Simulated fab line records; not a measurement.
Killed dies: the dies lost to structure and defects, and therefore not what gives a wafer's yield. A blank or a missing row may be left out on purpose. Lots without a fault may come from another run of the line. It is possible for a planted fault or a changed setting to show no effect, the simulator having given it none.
Shared-tool check ; flow sky130 ; 33 wafers sampled across 11 lots

WHY IT WAS OPENED
SKY_PWDE_TW_MEAS_10, reading PWDE_TW: flagged on 2 of 11 lots. No-fault wafers: 374.4, standard deviation 2.3.
Rule: flag the lot when none of its wafers has a number, or when each of its wafers that has one lies beyond 4 standard deviations from that mean. As for the other lots, they are considered sound.

lot;measured;on;PWDE_TW, wafer by wafer;flag
L879;day 4 01:53;filmMetro-04;376.8 375.8 377.2;
L880;day 4 05:53;filmMetro-03;374.7 373.9 373.3;
L882;day 4 19:35;filmMetro-02;373.8 370.9 371.8;
L883;day 5 01:12;filmMetro-02;373.3 373.6 374.8;
L884;day 5 06:08;filmMetro-02;373.4 371.7 370.0;
L888;day 6 02:12;filmMetro-02;374.6 374.1 375.2;
L889;day 6 13:26;filmMetro-03;369.1 369.5 369.7;
L894;day 7 13:56;filmMetro-04;373.4 374.5 371.8;
L899;day 8 19:41;filmMetro-02;410.5 408.4 409.9;FLAGGED
L900;day 9 01:56;filmMetro-02;410.1 406.9 407.8;FLAGGED
L901;day 9 05:41;filmMetro-04;377.9 379.0 376.5;
On average the flagged lots' numbers are 408.9, which is +34.5 against the usual, or +15 standard deviations.

WHICH TOOL RAN EACH LOT
3 process steps preceding the reading are held in the record, out of 708 steps in the route. In each cell: the tool, then ch and the chambers that the sampled wafers went through, then the start.
lot;flag;SKY_FIELD_ISO_ETCH_15;SKY_PWDE_IMPLANT_08;SKY_PWDE_STRIP_09
L879;;rieDiel-01 ch 0,2,3, day 2 10:58;implanter-04 ch 0, day 4 01:40;plasmaAsher-02 ch 0,1, day 4 01:47
L880;;rieDiel-01 ch 1,2,3, day 2 14:34;implanter-04 ch 0, day 4 05:40;plasmaAsher-03 ch 0,1, day 4 05:47
L882;;rieDiel-02 ch 1,2,3, day 3 01:46;implanter-04 ch 0, day 4 19:20;plasmaAsher-02 ch 0,1, day 4 19:29
L883;;rieDiel-02 ch 1,2, day 3 07:22;implanter-04 ch 0, day 5 00:59;plasmaAsher-01 ch 0,1, day 5 01:07
L884;;rieDiel-02 ch 0,1,3, day 3 12:02;implanter-03 ch 0, day 5 05:53;plasmaAsher-01 ch 0,1, day 5 06:02
L888;;rieDiel-01 ch 0,1,3, day 4 07:31;implanter-04 ch 0, day 6 01:59;plasmaAsher-03 ch 0,1, day 6 02:07
L889;;rieDiel-02 ch 0,3, day 4 16:01;implanter-01 ch 0, day 6 13:11;plasmaAsher-01 ch 0,1, day 6 13:20
L894;;rieDiel-01 ch 2,3, day 5 16:47;implanter-03 ch 0, day 7 13:41;plasmaAsher-02 ch 0,1, day 7 13:50
L899;FLAGGED;rieDiel-04 ch 1,3, day 6 17:49;implanter-04 ch 0, day 8 19:26;plasmaAsher-02 ch 0,1, day 8 19:35
L900;FLAGGED;rieDiel-01 ch 0,1,3, day 7 00:17;implanter-04 ch 0, day 9 01:43;plasmaAsher-03 ch 0,1, day 9 01:50
L901;;rieDiel-04 ch 0,2,3, day 7 04:59;implanter-03 ch 0, day 9 05:26;plasmaAsher-03 ch 0,1, day 9 05:35
What the steps here do:
- SKY_FIELD_ISO_ETCH_15: etches the open film in CHF3/O2, stops on Si, target depth 180 nm, time 72 s.
- SKY_PWDE_IMPLANT_08
- SKY_PWDE_STRIP_09: strips in O2/N2.
- SKY_PWDE_TW_MEAS_10

FLAGGED OVER TOTAL, TOOL BY TOOL (the gauges that took the reading come last)
step;tool;lots run;flagged;share of the flagged lots;sound lots run after its first flagged lot
SKY_FIELD_ISO_ETCH_15;rieDiel-01;5;1;some;0
SKY_FIELD_ISO_ETCH_15;rieDiel-02;4;0;none;-
SKY_FIELD_ISO_ETCH_15;rieDiel-04;2;1;some;1 (L901)
SKY_PWDE_IMPLANT_08;implanter-01;1;0;none;-
SKY_PWDE_IMPLANT_08;implanter-03;3;0;none;-
SKY_PWDE_IMPLANT_08;implanter-04;7;2;all;0
SKY_PWDE_STRIP_09;plasmaAsher-01;3;0;none;-
SKY_PWDE_STRIP_09;plasmaAsher-02;4;1;some;0
SKY_PWDE_STRIP_09;plasmaAsher-03;4;1;some;1 (L901)
SKY_PWDE_TW_MEAS_10;filmMetro-02;6;2;all;0
SKY_PWDE_TW_MEAS_10;filmMetro-03;2;0;none;-
SKY_PWDE_TW_MEAS_10;filmMetro-04;3;0;none;-

WHAT THE TABLE PERMITS
2 rows of the table ran every flagged lot: implanter-04 at SKY_PWDE_IMPLANT_08, filmMetro-02 at SKY_PWDE_TW_MEAS_10.
- implanter-04 at SKY_PWDE_IMPLANT_08 ran 7 lots, 2 of them flagged. A fault beginning between L888 (day 6 01:59), its last sound lot, and L899 (day 8 19:26), its first flagged one, fits the data. Its own readings lie more than 4 standard deviations out on every wafer of the flagged lots: beamOnS, faradayCurrentUA.
- filmMetro-02 at SKY_PWDE_TW_MEAS_10 ran 6 lots, 2 of them flagged. A fault beginning between L888 (day 6 02:12), its last sound lot, and L899 (day 8 19:41), its first flagged one, fits the data.
Counting lots can't tell these 2 tools apart, because each fits a fault that began at some hour. More lots, or a look at what each step does to the wafer, might.

WHAT WAS PUT IN BY THE SIMULATOR
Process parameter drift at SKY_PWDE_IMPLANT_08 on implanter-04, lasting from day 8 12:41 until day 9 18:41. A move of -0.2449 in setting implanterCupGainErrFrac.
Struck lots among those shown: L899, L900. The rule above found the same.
